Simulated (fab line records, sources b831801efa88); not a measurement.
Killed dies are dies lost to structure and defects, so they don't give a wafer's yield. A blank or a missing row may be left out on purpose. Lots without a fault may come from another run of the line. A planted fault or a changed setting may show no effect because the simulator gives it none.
A struck lot beside a sound one | flow sfq_line | 14 steps out of a route of 325
Sound: wafers L354.1, L354.2, L354.4. Struck: wafers L358.1, L358.4, L358.6. The cause comes at the end.
At each step with rows: each side's tool, then ch and its chambers, then its first start. Under that, the readings that differ: sound wafers | struck wafers | difference of the means | sigmas: that difference in standard deviations of wafers without a fault.
alike: readings whose means differ by less than 2 such deviations, and words and numbers that are the same on both sides. not compared: withheld readings, readings that some wafer has no value for, bounds like >300 that may hide the same value, and numbers for which the record gives no deviation and whose values overlap.
The two part at a step that has a row with sigmas, a row that says differs or no value, or rows on one side only. Numbers that don't overlap but have no deviation are shown without sigmas and don't part them. A reading that every wafer of one side lacks parts them only if that side has two wafers or more.

SFQ_M7_OVL_MEAS_945:
  sound on overlay-02, day 86 06:15; struck on overlay-01, day 86 20:39
  reading     | sound   | struck  | difference | sigmas
  M7_OVL (nm) | 17 8 13 | -4 -2 0 | -15        | -3
then, 1 step without rows for these wafers: SFQ_TRILAYER_M7_BARC_OPEN_METAL_ETCH_229 (etches BARC in O2, target depth 125 nm, time 41.7 s).
SFQ_TRILAYER_M7_ETCH_METAL_ETCH_180: etches Nb in Cl2/Ar, stops on SiO2, target depth 240 nm, time 120 s.
  sound on rie_metal-02 ch 0,1, day 86 06:21; struck on rie_metal-01 ch 0,1, day 86 20:46
  alike: drypump_motor_current_A, oes_product_au
  not compared: rf_hours_counter_h
SFQ_TRILAYER_M7_STRIP_STRIP_181: strips in O2.
  sound on rie_metal-02 ch 0,1, day 86 06:28; struck on rie_metal-01 ch 0,1, day 86 20:56
  alike: drypump_motor_current_A, oes_product_au
  not compared: rf_hours_counter_h
then, 1 step without rows for these wafers: SFQ_TRILAYER_M7_STRIP_SOLV_CLEAN_182 (cleans in NMP, time 600 s).
SFQ_TRILAYER_I7_DEP_PECVD_183: deposits SiO2 from SiH4/N2O, time 111.11 s, target thk 500 nm.
  sound on pecvd-01 ch 0,2, day 86 07:15; struck on pecvd-03 ch 0,2, day 86 21:55
  alike: heater_power_w, showerhead_vpp_V, throttle_valve_pct
SFQ_TRILAYER_I7_CMP_CMP_184: polishes SiO2.
  sound on cmp-02 ch 1,2,3, day 86 13:00; struck on cmp-01 ch 0,2, day 86 21:59
  reading                | sound       | struck      | difference | sigmas
  time_to_endpoint_s (s) | 218 217 210 | 227 241 233 | +19        | +2
  alike: motor_current_A, retaining_ring_pressure_frac
SFQ_I7_BOW_MEAS_946:
  sound on film_metro-02, day 86 16:00; struck on film_metro-01, day 87 00:59
  alike: I7_BOW
SFQ_TRILAYER_I7_METRO_MEASURE_185:
  sound on film_metro-02, day 86 16:07; struck on film_metro-01, day 87 01:07
  alike: thk_nm
then, 3 steps without rows for these wafers: SFQ_TRILAYER_I7_VIA_LITHO_COAT_192 (resist thk 62 nm); SFQ_TRILAYER_I7_VIA_LITHO_COAT_187 (resist thk 650 nm); SFQ_TRILAYER_I7_VIA_LITHO_SOFTBAKE_191.
SFQ_TRILAYER_I7_VIA_LITHO_EXPOSE_188: exposes mask I7, target cd 1000 nm.
  sound on krf_scanner-01 ch 0, day 86 18:04; struck on krf_scanner-01, day 87 03:04
  no value came back on the struck wafers for exposure_dose_mJ_cm2, focus_offset_nm (nm), sigma_outer; on the sound wafers exposure_dose_mJ_cm2 reads 21.287 21.311 21.276
  alike: mask
then, 1 step without rows for these wafers: SFQ_TRILAYER_I7_VIA_LITHO_PEB_190 (peb time 60 s).

WHERE THEY PART
First at SFQ_M7_OVL_MEAS_945; last, within this record, at SFQ_TRILAYER_I7_VIA_LITHO_EXPOSE_188.

WHY: what the simulator had put in
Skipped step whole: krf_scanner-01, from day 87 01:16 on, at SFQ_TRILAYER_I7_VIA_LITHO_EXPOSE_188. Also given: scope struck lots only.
